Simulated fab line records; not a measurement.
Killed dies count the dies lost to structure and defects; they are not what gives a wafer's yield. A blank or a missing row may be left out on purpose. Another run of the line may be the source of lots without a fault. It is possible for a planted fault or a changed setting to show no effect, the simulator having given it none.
One fault seen from 2 desks + flow sky130 + only its own numbers are on each desk; what lay behind them is given at the end

AT THE TOOL OWNER'S DESK: implanter-03
The tool's own readings at SKY_LDD_HVP_IMPLANT_08, given as means over the sampled wafers that have a number, one for each lot that went through this tool. If a lot's mean is further than 4 standard deviations from the usual mean, the lot is out of limits and carries the mark OUT (the distance appears in the brackets).
Columns: A = beam_on_s at SKY_LDD_HVP_IMPLANT_08, usual 10.01 s; B = end_station_pressure_torr at SKY_LDD_HVP_IMPLANT_08, usual 5.04e-06 Torr; C = faraday_current_uA at SKY_LDD_HVP_IMPLANT_08, usual 95.8
| lot  | first seen here | A               | B                          | C              |
|------|-----------------|-----------------|----------------------------|----------------|
| L658 | day 22 19:58    | 9.93            | 4.89e-06                   | 96.6           |
| L666 | day 24 23:17    | 12.85 (+16) OUT | 1.16e-04 (+99 or more) OUT | 75.5 (-12) OUT |
| L665 | day 25 02:09    | 12.69 (+15) OUT | 1.27e-04 (+99 or more) OUT | 76.2 (-12) OUT |
| L673 | day 27 17:46    | 10.10           | 4.79e-06                   | 95.1           |
| L675 | day 28 12:00    | 9.95            | 4.76e-06                   | 95.9           |
Finding of this desk: L665, L666 out of limits; the first was L666 at day 24 23:17, on beam_on_s at SKY_LDD_HVP_IMPLANT_08. L658, L673, L675 stayed within limits.

AT THE METROLOGY DESK
Means of the sampled wafers that have a number, per lot and without regard to the tool the lot ran on: this is what the gauges read. If a lot's mean is further than 4 standard deviations from the usual mean, the lot is out of limits and carries the mark OUT (the distance appears in the brackets).
Columns: A = cd_nm at SKY_LDD_P_CD_MEAS_07, usual 380.9 nm; B = LDD_P_TW at SKY_LDD_P_TW_MEAS_11, usual 637; C = LDD_HVP_TW at SKY_LDD_HVP_TW_MEAS_10, usual 460; D = SPACER_CVD_00_THK at SKY_SPACER_THK_MEAS_01, usual 43.3 nm
| lot  | first seen here | A     | B   | C              | D    |
|------|-----------------|-------|-----|----------------|------|
| L656 | day 18 17:22    | 381.1 | 637 | 453            | 43.8 |
| L658 | day 20 05:28    | 383.8 | 633 | 468            | 43.0 |
| L659 | day 20 10:46    | 377.6 | 644 | 454            | 43.4 |
| L664 | day 22 05:32    | 385.3 | 633 | 455            | 43.4 |
| L666 | day 22 11:51    | 381.2 | 632 | 490 (+5.5) OUT | 43.2 |
| L665 | day 22 14:22    | 383.4 | 633 | 486 (+4.7) OUT | 43.0 |
| L670 | day 24 02:16    | 381.4 | 641 | 466            | 43.2 |
| L671 | day 24 12:38    | 380.7 | 633 | 457            | 43.8 |
| L673 | day 25 07:33    | 378.0 | 639 | 458            | 42.9 |
| L674 | day 25 10:54    | 383.5 | 636 | 463            | 43.1 |
| L675 | day 26 01:46    | 381.6 | 640 | 457            | 43.1 |
| L677 | day 27 13:13    | 380.0 | 637 | 460            | 43.7 |
| L679 | day 28 07:22    | 381.8 | 637 | 464            | 43.1 |
This desk reports L665, L666 out of limits; the earliest was L666 at day 24 23:31 (LDD_HVP_TW at SKY_LDD_HVP_TW_MEAS_10). L656, L658, L659, L664, L670, L671, L673, L674, L675, L677, L679 stayed within limits.

ALL TOGETHER
On L665, L666, at day 24 23:17, an alarm was possible from the tool owner's desk.
The metrology desk could have raised an alarm at day 24 23:31, on L665, L666.
Every lot named ran SKY_LDD_HVP_IMPLANT_08 on implanter-03.

WHAT THE SIMULATOR HAD PUT IN
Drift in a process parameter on implanter-03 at SKY_LDD_HVP_IMPLANT_08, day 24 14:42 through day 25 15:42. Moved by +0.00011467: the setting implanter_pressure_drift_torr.
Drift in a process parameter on implanter-03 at SKY_LDD_HVP_IMPLANT_08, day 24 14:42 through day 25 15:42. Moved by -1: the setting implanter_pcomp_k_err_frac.
Shown lots that were struck: L665, L666.
Counting hours from when the fault started, the first reading out of limits came at 9 for the tool owner's desk and at 9 for the metrology desk.
